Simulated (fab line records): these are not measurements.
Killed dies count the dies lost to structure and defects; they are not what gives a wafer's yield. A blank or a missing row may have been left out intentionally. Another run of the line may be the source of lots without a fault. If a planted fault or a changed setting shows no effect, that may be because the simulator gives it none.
Chamber matching ; flow gf180mcu ; GF_V2_CVD_02 on pecvd-04: 3 sister chambers
The step deposits SiO2 from TEOS, target thk 850 nm, time 94.851 s. 27 wafers are shown with their chamber, then 12 later ones without.

WAFERS PAIRED WITH THEIR CHAMBERS
wafer;chamber;heater power w (W)
L074.2;1;557
L074.3;2;615
L074.5;2;476
L075.1;0;635
L075.5;2;581
L075.6;1;596
L077.1;0;583
L077.2;2;564
L077.5;0;636
L079.1;1;480
L079.3;2;544
L079.4;1;539
L080.1;2;576
L080.3;0;615
L080.4;2;596
L082.2;1;539
L082.3;0;634
L082.5;1;586
L085.3;0;663
L085.4;0;695
L085.6;1;614
L088.4;0;656
L088.5;2;482
L088.6;1;471
L089.1;1;606
L089.4;2;488
L089.6;0;549

SIGNATURES (means of the wafers above)
reading;chamber 0;chamber 1;chamber 2;scatter within a chamber
heater power w;629.56;554.22;546.89;49.6
Rule: for a wafer and a chamber, the distance is found by dividing, reading by reading, the gap between the wafer's reading and the chamber's mean by the reading's scatter, squaring, summing and taking the root. The wafer belongs to the nearest chamber; if the next one is less than 2 further off, it can't be placed. The scatter: the root of (the sum of the squares of (reading less its chamber's mean) over the shown wafers, divided by (wafers less chambers)).

WAFERS WITH NO CHAMBER GIVEN
wafer;heater power w (W)
L091.1;594
L091.4;619
L091.6;588
L092.1;617
L092.2;537
L092.6;475
L094.1;562
L094.3;642
L094.6;649
L096.4;625
L096.5;601
L096.6;605

WHICH CHAMBER EACH WENT THROUGH
wafer;from the rows above;in truth
L091.1;can't be placed: 0 or 1 or 2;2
L091.4;can't be placed: 0 or 1 or 2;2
L091.6;can't be placed: 1 or 2 or 0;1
L092.1;can't be placed: 0 or 1 or 2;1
L092.2;can't be placed: 2 or 1 or 0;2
L092.6;can't be placed: 2 or 1 or 0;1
L094.1;can't be placed: 1 or 2 or 0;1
L094.3;can't be placed: 0 or 1 or 2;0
L094.6;can't be placed: 0 or 1 or 2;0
L096.4;can't be placed: 0 or 1 or 2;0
L096.5;can't be placed: 0 or 1 or 2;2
L096.6;can't be placed: 0 or 1 or 2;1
Correct placement for 0 of the 12. Can't be placed from these rows: 12 (the true chamber is among the candidates in 12). Wrongly placed: 0.
